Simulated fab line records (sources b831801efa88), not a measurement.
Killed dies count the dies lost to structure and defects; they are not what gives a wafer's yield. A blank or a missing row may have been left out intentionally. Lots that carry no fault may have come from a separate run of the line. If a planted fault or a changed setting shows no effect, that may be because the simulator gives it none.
Chamber matching :: flow gf180mcu :: GF_V5_CMP_04 on cmp-02: 4 sister chambers
The step polishes SiO2. 16 wafers are shown with their chamber, then 8 later ones without.

== EACH WAFER AND ITS CHAMBER ==
wafer: L699.1
chamber: 3
motor-current-A (A): 11.0
edge-zone-pressure-frac: 1.006

wafer: L699.2
chamber: 1
motor-current-A (A): 12.0
edge-zone-pressure-frac: 1.007

wafer: L699.6
chamber: 1
motor-current-A (A): 11.7
edge-zone-pressure-frac: 1.002

wafer: L701.3
chamber: 3
motor-current-A (A): 10.9
edge-zone-pressure-frac: 1.005

wafer: L701.4
chamber: 2
motor-current-A (A): 14.7
edge-zone-pressure-frac: 0.997

wafer: L701.6
chamber: 1
motor-current-A (A): 12.1
edge-zone-pressure-frac: 0.994

wafer: L702.2
chamber: 0
motor-current-A (A): 12.4
edge-zone-pressure-frac: 0.995

wafer: L702.3
chamber: 3
motor-current-A (A): 11.2
edge-zone-pressure-frac: 0.997

wafer: L702.6
chamber: 2
motor-current-A (A): 13.8
edge-zone-pressure-frac: 0.997

wafer: L706.1
chamber: 0
motor-current-A (A): 12.5
edge-zone-pressure-frac: 0.996

wafer: L706.2
chamber: 2
motor-current-A (A): 14.7
edge-zone-pressure-frac: 1.009

wafer: L706.6
chamber: 1
motor-current-A (A): 12.4
edge-zone-pressure-frac: 1.001

wafer: L713.4
chamber: 1
motor-current-A (A): 11.5
edge-zone-pressure-frac: 0.994

wafer: L713.5
chamber: 3
motor-current-A (A): 11.0
edge-zone-pressure-frac: 0.997

wafer: L713.6
chamber: 2
motor-current-A (A): 14.3
edge-zone-pressure-frac: 0.998

wafer: L715.1
chamber: 3
motor-current-A (A): 10.7
edge-zone-pressure-frac: 0.999

SIGNATURES, as means of the wafers listed above
reading: motor-current-A
chamber 0: 12.450
chamber 1: 11.940
chamber 2: 14.375
chamber 3: 10.960
scatter within a chamber: 0.313

reading: edge-zone-pressure-frac
chamber 0: 0.99550
chamber 1: 0.99960
chamber 2: 1.00025
chamber 3: 1.00080
scatter within a chamber: 0.00504
Rule: for a wafer and a chamber, the distance is found by dividing, reading by reading, the gap between the wafer's reading and the chamber's mean by the reading's scatter, squaring, summing and taking the root. If the next closest chamber is less than 2 further off than the closest, the wafer can't be placed; otherwise it belongs to the closest. The scatter is the square root of a quotient: the sum, over the shown wafers, of each reading's squared deviation from its chamber's mean, divided by wafers minus chambers.

== WAFERS WHOSE CHAMBER IS MISSING ==
wafer: L715.3
motor-current-A (A): 12.8
edge-zone-pressure-frac: 1.003

wafer: L715.4
motor-current-A (A): 14.6
edge-zone-pressure-frac: 0.998

wafer: L717.1
motor-current-A (A): 11.1
edge-zone-pressure-frac: 0.999

wafer: L717.2
motor-current-A (A): 12.6
edge-zone-pressure-frac: 1.004

wafer: L717.3
motor-current-A (A): 12.0
edge-zone-pressure-frac: 0.998

wafer: L721.4
motor-current-A (A): 12.3
edge-zone-pressure-frac: 1.000

wafer: L721.5
motor-current-A (A): 12.0
edge-zone-pressure-frac: 0.998

wafer: L721.6
motor-current-A (A): 12.3
edge-zone-pressure-frac: 1.008

== EACH ONE'S CHAMBER ==
wafer: L715.3
from the rows above: can't be placed: 0 or 1
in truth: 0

wafer: L715.4
from the rows above: 2
in truth: 2

wafer: L717.1
from the rows above: 3
in truth: 3

wafer: L717.2
from the rows above: can't be placed: 0 or 1
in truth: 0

wafer: L717.3
from the rows above: can't be placed: 1 or 0
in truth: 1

wafer: L721.4
from the rows above: can't be placed: 0 or 1
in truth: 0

wafer: L721.5
from the rows above: can't be placed: 1 or 0
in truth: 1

wafer: L721.6
from the rows above: can't be placed: 1 or 0
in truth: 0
Placed correctly: 2 of 8. Cannot be placed on the basis of these rows: 6; the candidates contain the true chamber in 6. 0 placed wrongly.
